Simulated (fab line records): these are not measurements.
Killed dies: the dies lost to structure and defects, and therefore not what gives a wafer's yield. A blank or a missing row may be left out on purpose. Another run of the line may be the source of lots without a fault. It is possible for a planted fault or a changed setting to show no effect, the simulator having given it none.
Chamber matching / flow sky130 / SKY_VIA1_CMP_02 on cmp-01: 4 sister chambers
The step polishes SiO2. 14 wafers are shown with their chamber, then 7 later ones without.

== EACH WAFER AND ITS CHAMBER ==
wafer=L418.1; chamber=0; motor-current-A (A)=14.5; edge-zone-pressure-frac=1.000
wafer=L418.2; chamber=2; motor-current-A (A)=12.0; edge-zone-pressure-frac=1.002
wafer=L418.3; chamber=3; motor-current-A (A)=12.9; edge-zone-pressure-frac=0.999
wafer=L422.1; chamber=2; motor-current-A (A)=12.5; edge-zone-pressure-frac=1.004
wafer=L422.3; chamber=0; motor-current-A (A)=14.5; edge-zone-pressure-frac=1.002
wafer=L422.5; chamber=2; motor-current-A (A)=11.9; edge-zone-pressure-frac=0.997
wafer=L423.2; chamber=2; motor-current-A (A)=12.9; edge-zone-pressure-frac=1.005
wafer=L423.5; chamber=0; motor-current-A (A)=14.1; edge-zone-pressure-frac=0.993
wafer=L423.6; chamber=1; motor-current-A (A)=14.9; edge-zone-pressure-frac=1.002
wafer=L426.2; chamber=3; motor-current-A (A)=13.2; edge-zone-pressure-frac=1.004
wafer=L426.4; chamber=1; motor-current-A (A)=14.5; edge-zone-pressure-frac=1.002
wafer=L426.6; chamber=3; motor-current-A (A)=12.6; edge-zone-pressure-frac=1.001
wafer=L430.1; chamber=2; motor-current-A (A)=12.4; edge-zone-pressure-frac=0.998
wafer=L430.3; chamber=3; motor-current-A (A)=13.3; edge-zone-pressure-frac=0.997

SIGNATURES (averages over the wafers above)
reading=motor-current-A; chamber 0=14.367; chamber 1=14.700; chamber 2=12.340; chamber 3=13.000; scatter within a chamber=0.337
reading=edge-zone-pressure-frac; chamber 0=0.99833; chamber 1=1.00200; chamber 2=1.00120; chamber 3=1.00025; scatter within a chamber=0.0035
Rule: for each reading, subtract the chamber's mean from the wafer's reading, divide by that reading's scatter and square the result; add these up over the readings and take the root, which gives the wafer's distance from the chamber. If the next closest chamber is less than 2 further off than the closest, the wafer can't be placed; otherwise it belongs to the closest. The scatter: the root of (the sum of the squares of (reading less its chamber's mean) over the shown wafers, divided by (wafers less chambers)).

== WAFERS WITH NO CHAMBER GIVEN ==
wafer=L430.5; motor-current-A (A)=13.0; edge-zone-pressure-frac=0.993
wafer=L431.2; motor-current-A (A)=13.7; edge-zone-pressure-frac=1.004
wafer=L431.3; motor-current-A (A)=14.2; edge-zone-pressure-frac=0.999
wafer=L431.6; motor-current-A (A)=11.5; edge-zone-pressure-frac=1.013
wafer=L436.1; motor-current-A (A)=15.0; edge-zone-pressure-frac=1.001
wafer=L436.2; motor-current-A (A)=12.3; edge-zone-pressure-frac=1.002
wafer=L436.4; motor-current-A (A)=12.1; edge-zone-pressure-frac=1.003

== THE CHAMBER EACH PASSED THROUGH ==
wafer=L430.5; from the rows above=can't be placed: 3 or 2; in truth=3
wafer=L431.2; from the rows above=can't be placed: 3 or 0 or 1 or 2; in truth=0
wafer=L431.3; from the rows above=can't be placed: 0 or 1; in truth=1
wafer=L431.6; from the rows above=can't be placed: 2 or 3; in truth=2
wafer=L436.1; from the rows above=can't be placed: 1 or 0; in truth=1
wafer=L436.2; from the rows above=can't be placed: 2 or 3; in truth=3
wafer=L436.4; from the rows above=can't be placed: 2 or 3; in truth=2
0 of 7 placed correctly. These rows do not allow placing 7 (true chamber among the candidates in 7). 0 placed wrongly.
